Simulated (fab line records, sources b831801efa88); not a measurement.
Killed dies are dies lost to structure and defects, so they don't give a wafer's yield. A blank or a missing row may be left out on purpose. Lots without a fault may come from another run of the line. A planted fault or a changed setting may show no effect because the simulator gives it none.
Which tool did it? | flow gf180mcu | 13 lots, 39 wafers sampled, at 4 steps of a route of 602

WHAT THE GAUGES READ, wafer by wafer
GF_V3_RS_MEAS_24: measures by four-point-probe.
lot  | measured     | on            | V3_W_RS (ohm/sq)
L502 | day 22 09:18 | film_metro-01 | 0.326 0.329 0.326
L503 | day 22 18:41 | film_metro-01 | 0.327 0.327 0.329
L504 | day 23 01:50 | film_metro-04 | 0.319 0.325 0.328
L506 | day 24 01:08 | film_metro-01 | 0.335 0.336 0.329
L508 | day 24 12:47 | film_metro-02 | 0.326 0.322 0.328
L510 | day 25 09:17 | film_metro-04 | 0.342 0.341 0.330
L511 | day 25 17:59 | film_metro-04 | 0.333 0.333 0.333
L512 | day 26 07:40 | film_metro-01 | 0.322 0.333 0.322
L514 | day 27 12:03 | film_metro-02 | 0.193 0.198 0.191 0.193 0.198 0.192
L515 | day 27 18:37 | film_metro-04 | 0.195 0.195 0.190 0.195 0.195 0.190
L517 | day 28 00:41 | film_metro-04 | 0.197 0.191 0.191 0.196 0.192 0.191
L521 | day 29 06:26 | film_metro-01 | 0.327 0.333 0.327
L525 | day 29 23:22 | film_metro-04 | 0.333 0.331 0.329

WHICH TOOL RAN EACH LOT (tool, then ch and the chambers of the sampled wafers, then the start)
lot  | GF_M3_STRIP_17                       | GF_V3_CMP_04                  | GF_V3_CVD_23
L502 | plasma_asher-04 ch 0,1, day 21 07:34 | cmp-01 ch 0,1,3, day 21 08:30 | cvd_w-01 ch 0,1, day 22 09:11
L503 | plasma_asher-03 ch 0,1, day 21 17:02 | cmp-02 ch 0,1,3, day 21 17:58 | cvd_w-01 ch 0,1, day 22 18:35
L504 | plasma_asher-02 ch 0,1, day 22 01:14 | cmp-02 ch 2,3, day 22 02:02   | cvd_w-02 ch 0,1, day 23 01:43
L506 | plasma_asher-03 ch 0,1, day 23 00:05 | cmp-01 ch 1,2,3, day 23 00:53 | cvd_w-01 ch 0,1, day 24 01:02
L508 | plasma_asher-02 ch 0,1, day 23 12:47 | cmp-02 ch 0,1,2, day 23 13:38 | cvd_w-02 ch 0,1, day 24 12:40
L510 | plasma_asher-03 ch 0,1, day 24 09:02 | cmp-02 ch 1,3, day 24 10:20   | cvd_w-02 ch 0,1, day 25 09:10
L511 | plasma_asher-03 ch 0,1, day 24 17:46 | cmp-01 ch 0,2,3, day 24 18:40 | cvd_w-01 ch 0,1, day 25 17:52
L512 | plasma_asher-04 ch 0,1, day 25 07:59 | cmp-02 ch 0,1,3, day 25 08:57 | cvd_w-02 ch 0,1, day 26 07:33
L514 | plasma_asher-03 ch 0,1, day 26 13:13 | cmp-02 ch 1,3, day 26 14:05   | cvd_w-02 ch 0,1, day 27 11:56
L515 | plasma_asher-04 ch 0,1, day 26 20:56 | cmp-02 ch 1,3, day 26 21:46   | cvd_w-02 ch 0,1, day 27 18:31
L517 | plasma_asher-03 ch 0,1, day 27 02:47 | cmp-02 ch 0,1,2, day 27 03:37 | cvd_w-02 ch 0,1, day 28 00:33
L521 | plasma_asher-03 ch 0,1, day 28 08:50 | cmp-02 ch 0,3, day 28 09:38   | cvd_w-01 ch 0,1, day 29 06:19
L525 | plasma_asher-03 ch 0,1, day 29 01:47 | cmp-01 ch 0,1,2, day 29 02:35 | cvd_w-01 ch 0,1, day 29 23:15
- GF_M3_STRIP_17: strips in O2/N2.
- GF_V3_CMP_04: polishes SiO2.
- GF_V3_CVD_23: deposits W, target thk 350 nm, time 104.9 s.

WHAT THE TOOLS THEMSELVES READ (means of the sampled wafers that have a number; where no wafer has one, the mark that the record gives instead)
GF_M3_STRIP_17.
lot  | tool            | drypump_motor_current_A (A) | heater_power_w (W) | oes_product_au (a.u.) | strip_time_to_endpoint_s (s)
L502 | plasma_asher-04 | 5.8                         | 366                | 0.534                 | 7.23
L503 | plasma_asher-03 | 5.8                         | 359                | 0.535                 | 7.22
L504 | plasma_asher-02 | 5.6                         | 309                | 0.530                 | 7.21
L506 | plasma_asher-03 | 5.8                         | 357                | 0.530                 | 7.24
L508 | plasma_asher-02 | 5.5                         | 286                | 0.535                 | 7.29
L510 | plasma_asher-03 | 6.0                         | 351                | 0.530                 | 7.20
L511 | plasma_asher-03 | 5.8                         | 357                | 0.535                 | 7.30
L512 | plasma_asher-04 | 5.8                         | 371                | 0.535                 | 7.31
L514 | plasma_asher-03 | 5.7                         | 362                | 0.537                 | 7.31
L515 | plasma_asher-04 | 5.6                         | 365                | 0.533                 | 7.35
L517 | plasma_asher-03 | 5.8                         | 349                | 0.531                 | 7.17
L521 | plasma_asher-03 | 6.0                         | 360                | 0.518                 | 7.04
L525 | plasma_asher-03 | 5.8                         | 358                | 0.531                 | 7.27

GF_V3_CMP_04.
lot  | tool   | motor_current_A (A) | time_to_endpoint_s (s)
L502 | cmp-01 | 12.1                | 84
L503 | cmp-02 | 12.7                | 74
L504 | cmp-02 | 11.0                | 82
L506 | cmp-01 | 12.6                | 79
L508 | cmp-02 | 13.0                | 77
L510 | cmp-02 | 13.6                | 72
L511 | cmp-01 | 11.6                | 91
L512 | cmp-02 | 12.9                | 75
L514 | cmp-02 | 12.3                | 78
L515 | cmp-02 | 13.4                | 84
L517 | cmp-02 | 13.1                | 77
L521 | cmp-02 | 11.9                | 78
L525 | cmp-01 | 11.9                | 81

GF_V3_CVD_23.
lot  | tool     | chamber_pressure_Torr (Torr) | heater_power_outer_w (W) | heater_power_w (W) | susceptor_temp_C (C)
L502 | cvd_w-01 | 39.97                        | 509                      | 831                | 400.05
L503 | cvd_w-01 | 39.97                        | 512                      | 828                | 399.95
L504 | cvd_w-02 | 39.97                        | 559                      | 916                | 399.93
L506 | cvd_w-01 | 40.04                        | 518                      | 832                | 400.18
L508 | cvd_w-02 | 39.89                        | 551                      | 927                | 399.97
L510 | cvd_w-02 | 39.97                        | 547                      | 924                | 400.10
L511 | cvd_w-01 | 39.97                        | 564                      | 917                | 399.96
L512 | cvd_w-02 | 40.07                        | 492                      | 845                | 400.10
L514 | cvd_w-02 | 40.00                        | 640                      | 1084               | 440.32
L515 | cvd_w-02 | 39.99                        | 712                      | 1169               | 440.36
L517 | cvd_w-02 | 40.01                        | 640                      | 1071               | 440.75
L521 | cvd_w-01 | 39.96                        | 515                      | 843                | 399.90
L525 | cvd_w-01 | 40.07                        | 515                      | 851                | 400.13

THE ANSWER, worked out from the rows above alone
Rule: what is usual is taken from the lots themselves. Put in order of their means at a reading, lots are off if they are a third of the lots or fewer, leave a main group of 4 or more, and stand apart from it by a gap of 3 or more times the standard deviation of the main group's means; of several such gaps the widest counts. A main group whose means are all the same, to the digits that the tables above print for the reading, isn't used. A lot without any number at a reading at which 4 lots or more have one is off too. The other lots that the step has rows for count as sound. The gauges are gone through in route order, then the tools' own readings, and for those a lot's mean is taken as printed above. The first step at which some lot is off is used, and at that step the reading that is off furthest; a lot without a number counts as furthest.
Off: L514, L515, L517, at GF_V3_RS_MEAS_24 (V3_W_RS). The main group: mean 0.329 ohm/sq, standard deviation 0.0041.
A tool fits if, at a process step before that reading, it ran every lot that is off, and no sound lot after the first of them. The gauges at GF_V3_RS_MEAS_24 aren't tried: what is off there is off at GF_V3_CVD_23 too, on other tools, and a gauge's error can't cause that. One fits: cvd_w-02 at GF_V3_CVD_23. Its last sound lot is L512 (day 26 07:33), its first lot that is off L514 (day 27 11:56): a fault that began between those two fits.
The tool's own readings at GF_V3_CVD_23 bear it out: on the lots that are off they differ by more than 5 times the standard deviation of the sound lots' means. heater_power_outer_w reads 664 W there against 528 W on the sound lots; heater_power_w reads 1108 W there against 871 W on the sound lots; susceptor_temp_C reads 440.48 C there against 400.03 C on the sound lots.

WHAT THE SIMULATOR HAD PUT IN
Process parameter drift: cvd_w-02, from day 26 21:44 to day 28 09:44, at GF_V3_CVD_23. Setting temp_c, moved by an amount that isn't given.
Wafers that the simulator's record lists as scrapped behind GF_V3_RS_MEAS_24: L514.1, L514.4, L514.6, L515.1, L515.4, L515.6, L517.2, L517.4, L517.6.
Lots struck among those shown: L514, L515, L517. The rule above found the same.
